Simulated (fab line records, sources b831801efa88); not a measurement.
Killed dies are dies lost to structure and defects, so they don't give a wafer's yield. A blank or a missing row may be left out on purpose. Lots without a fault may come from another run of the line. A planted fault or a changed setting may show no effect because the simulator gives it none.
Which tool did it? | flow sky130 | 14 lots, 42 wafers sampled, at 3 steps of a route of 708

WHAT THE GAUGES READ, wafer by wafer
SKY_FIELD_ISO_CD_MEAS_13: target cd 150 nm. Usual: cd_nm 149.5 nm, standard deviation 1.2.
lot  | measured    | on        | cd_nm (nm)        | flag
L483 | day 2 04:36 | cd_sem-01 | 149.3 149.2 148.3 |
L486 | day 2 20:04 | cd_sem-01 | 148.2 150.4 148.9 |
L488 | day 3 07:50 | cd_sem-02 | 151.9 150.7 149.7 |
L489 | day 3 12:46 | cd_sem-01 | 148.2 148.2 147.9 |
L490 | day 3 17:34 | cd_sem-01 | 147.4 147.1 148.9 |
L491 | day 4 00:36 | cd_sem-01 | 151.1 150.7 151.6 |
L492 | day 4 06:56 | cd_sem-01 | 148.4 148.0 146.8 |
L493 | day 4 12:54 | cd_sem-02 | 150.5 151.3 152.1 |
L496 | day 5 00:08 | cd_sem-01 | 148.3 150.2 150.7 |
L497 | day 5 05:47 | cd_sem-01 | 149.5 149.6 149.5 |
L500 | day 5 22:53 | cd_sem-02 | 149.0 149.3 148.1 |
L501 | day 6 02:53 | cd_sem-02 | 149.7 151.0 151.2 |
L504 | day 6 20:28 | cd_sem-02 | 151.1 149.4 149.5 |
L506 | day 7 06:22 | cd_sem-01 | 150.7 150.1 149.2 |

SKY_NWELL_RS_MEAS_29: measures by four-point-probe. Usual: NWELL_RS 625.4 ohm/sq, standard deviation 1.7.
lot  | measured     | on            | NWELL_RS (ohm/sq) | flag
L483 | day 5 08:03  | film_metro-01 | 623.0 624.2 625.8 |
L486 | day 6 01:51  | film_metro-04 | 624.4 625.6 624.8 |
L488 | day 7 03:24  | film_metro-02 | 627.2 627.5 626.6 |
L489 | day 7 04:16  | film_metro-02 | 627.6 626.7 628.8 |
L490 | day 7 11:09  | film_metro-02 | 624.9 624.0 623.2 |
L491 | day 7 11:29  | film_metro-01 | 625.1 624.9 626.5 |
L492 | day 7 19:25  | film_metro-04 | 626.5 625.4 624.9 |
L493 | day 8 03:23  | film_metro-04 | 623.3 623.6 622.9 |
L496 | day 8 19:53  | film_metro-04 | 624.4 625.5 624.2 |
L497 | day 8 22:40  | film_metro-01 | 625.4 623.8 622.7 |
L500 | day 9 17:34  | film_metro-02 | 624.7 625.2 625.6 |
L501 | day 9 23:29  | film_metro-02 | 626.2 628.7 628.2 |
L504 | day 11 00:10 | film_metro-01 | 625.2 625.4 623.2 |
L506 | day 11 04:52 | film_metro-04 | 627.4 626.5 629.8 |

SKY_VT_ADJUST_HVTP_TW_MEAS_11. Usual: VT_ADJUST_HVTP_TW 1353, standard deviation 13.
lot  | measured     | on            | VT_ADJUST_HVTP_TW | flag
L483 | day 6 03:07  | film_metro-03 | 1360 1366 1361    |
L486 | day 6 21:49  | film_metro-03 | 1370 1364 1369    |
L488 | day 8 00:22  | film_metro-03 | 1352 1357 1357    |
L489 | day 8 01:01  | film_metro-04 | 1351 1360 1355    |
L490 | day 8 07:58  | film_metro-04 | 1365 1360 1359    |
L491 | day 8 08:52  | film_metro-01 | 1349 1338 1344    |
L492 | day 8 17:04  | film_metro-01 | 1346 1338 1343    |
L493 | day 9 01:49  | film_metro-01 | 1334 1329 1334    |
L496 | day 9 17:45  | film_metro-01 | 1325 1336 1333    |
L497 | day 9 20:46  | film_metro-01 | 1338 1341 1337    |
L500 | day 10 15:13 | film_metro-04 | 1368 1368 1364    |
L501 | day 10 22:10 | film_metro-03 | 1359 1368 1357    |
L504 | day 12 00:08 | film_metro-01 | 1337 1342 1336    |
L506 | day 12 05:04 | film_metro-03 | 1357 1350 1361    |

WHICH TOOL RAN EACH LOT (tool, then ch and the chambers of the sampled wafers, then the start)
The record holds no process step before these readings.

WHAT THE TOOLS THEMSELVES READ (means of the sampled wafers that have a number; where no wafer has one, the mark that the record gives instead)
The record holds no such reading with a usual standard deviation.

THE ANSWER, worked out from the rows above alone
Rule: a lot is off if the mean of its wafers that have a number lies more than 3 standard deviations from the usual mean. A lot without any number at a reading at which 4 lots or more have one is off too. The other lots that the step has rows for count as sound. The gauges are gone through in route order, then the tools' own readings, and for those a lot's mean is taken as printed above. The first step at which some lot is off is used, and at that step the reading that is off furthest; a lot without a number counts as furthest.
No lot is off at any reading shown: from this, nothing can be told.

WHAT THE SIMULATOR HAD PUT IN
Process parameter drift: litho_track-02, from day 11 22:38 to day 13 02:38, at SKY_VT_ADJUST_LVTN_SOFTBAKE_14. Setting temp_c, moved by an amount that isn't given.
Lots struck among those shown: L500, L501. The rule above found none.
